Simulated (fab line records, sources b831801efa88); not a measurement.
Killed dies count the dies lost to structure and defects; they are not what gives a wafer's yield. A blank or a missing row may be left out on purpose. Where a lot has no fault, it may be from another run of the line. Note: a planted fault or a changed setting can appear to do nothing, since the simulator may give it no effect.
Struck lot and sound lot, side by side | flow sky130 | 15 steps out of a route of 708
Sound: the wafers L628.1, L628.3, L628.6. Struck: wafer L626.4 (left out: L626.2, L626.5 of the same lot, which were not struck); the cause appears at the end.
Each step with rows lists, per side, the tool, then ch with its chambers, then its first start. Under that, the readings that differ: sound wafers | struck wafers | difference of the means | sigmas: that difference in standard deviations of wafers without a fault.
alike: words and numbers the same on both sides, and readings whose means are apart by under 2 such deviations; not compared: readings that were withheld, readings missing a value for some wafer, numbers with overlapping values and no deviation given by the record, and bounds like >300 which may hide the same value.
Wherever a step has rows on one side only, a row that says differs or no value, or a row with sigmas, the two part there. Numbers that have no deviation but don't overlap get no sigmas and don't part them. Lack of a reading on every wafer of one side parts them only where that side has two or more wafers.

first, 4 steps without rows for these wafers: SKY_VIA1_SOFTBAKE_08 (time 90 s); SKY_VIA1_EXPOSE_09 (exposes mask VIM, target cd 150 nm); SKY_VIA1_PEB_10; SKY_VIA1_DEVELOP_11 (develop time 60 s).
SKY_VIA1_CD_MEAS_12: target cd 150 nm.
  sound on cd-sem-01, day 38 07:37; struck on cd-sem-01, day 37 19:11
  alike: cd-nm
SKY_VIA1_OVL_MEAS_13:
  sound on overlay-02, day 38 07:44; struck on overlay-01, day 37 19:18
  alike: VIA1_OVL
SKY_VIA1_ETCH_14: etches BARC in N2/H2, stops on SiO2, time 45.9 s, target depth 60 nm.
  sound on rie-diel-01 ch 0,1,3, day 38 07:46; struck on rie-diel-01 ch 1, day 37 19:20
  reading               | sound             | struck | difference | sigmas
  oes-product-au (a.u.) | 0.852 0.848 0.855 | 0.863  | +0.011     | +2
  alike: drypump-motor-current-A, throttle-valve-pct
  not compared: rf-hours-counter-h
SKY_VIA1_ETCH_15: etches SiO2 in C4F8/O2/Ar, stops on TiN, target depth 351 nm, time 54 s.
  sound on rie-diel-01 ch 0,1,3, day 38 07:49; struck on rie-diel-01 ch 1, day 37 19:22
  alike: oes-product-au
  not compared: rf-hours-counter-h
SKY_VIA1_STRIP_16: strips in O2/N2.
  sound on plasma-asher-01 ch 0,1, day 38 07:52; struck on plasma-asher-02 ch 1, day 37 19:25
  reading               | sound             | struck | difference | sigmas
  oes-product-au (a.u.) | 0.417 0.422 0.413 | 0.407  | -0.010     | -2
  alike: drypump-motor-current-A, strip-time-to-endpoint-s
  not compared: rf-hours-counter-h
then, 3 steps without rows for these wafers: SKY_VIA1_STRIP_17 (strips in post etch residue remover, time 1200 s); SKY_VIA1_CLEAN_18 (cleans in IPA, time 180 s); SKY_VIA1_CLEAN_19 (cleans in O3/DIW).
SKY_VIA1_SPUTTER_20: material TiN, target thk 20 nm, time 80 s.
  sound on pvd-sputter-01, day 38 08:28; struck on pvd-sputter-03, day 37 20:03
  reading                                  | sound            | struck | difference | sigmas
  model.TiN_of_VIA1_SPUTTER_20.thk-nm (nm) | 19.72 20.02 19.9 | 29.17  | +9.29      |
  alike: throttle-valve-pct
SKY_VIA1_CVD_21: deposits W, target thk 270 nm, time 80.902 s.
  sound on cvd-w-02 ch 0,1, day 38 08:31; struck on cvd-w-02 ch 1, day 37 20:07
  alike: heater-power-w
-- the record jumps here: 11 days lie between the struck wafers' starts before and after (it left off in module VIA1 and takes up again in module PAD_OPEN, whose first step shown is number 708 of the route) --
SKY_PAD_OPEN_PROBE_99:
  only the struck wafers here have rows in the record (prober-02, day 48 18:38); the sound ones have none

WHERE THEY PART
At SKY_VIA1_ETCH_14 first; at SKY_PAD_OPEN_PROBE_99 last (within this record only).

WHY: what the simulator had put in
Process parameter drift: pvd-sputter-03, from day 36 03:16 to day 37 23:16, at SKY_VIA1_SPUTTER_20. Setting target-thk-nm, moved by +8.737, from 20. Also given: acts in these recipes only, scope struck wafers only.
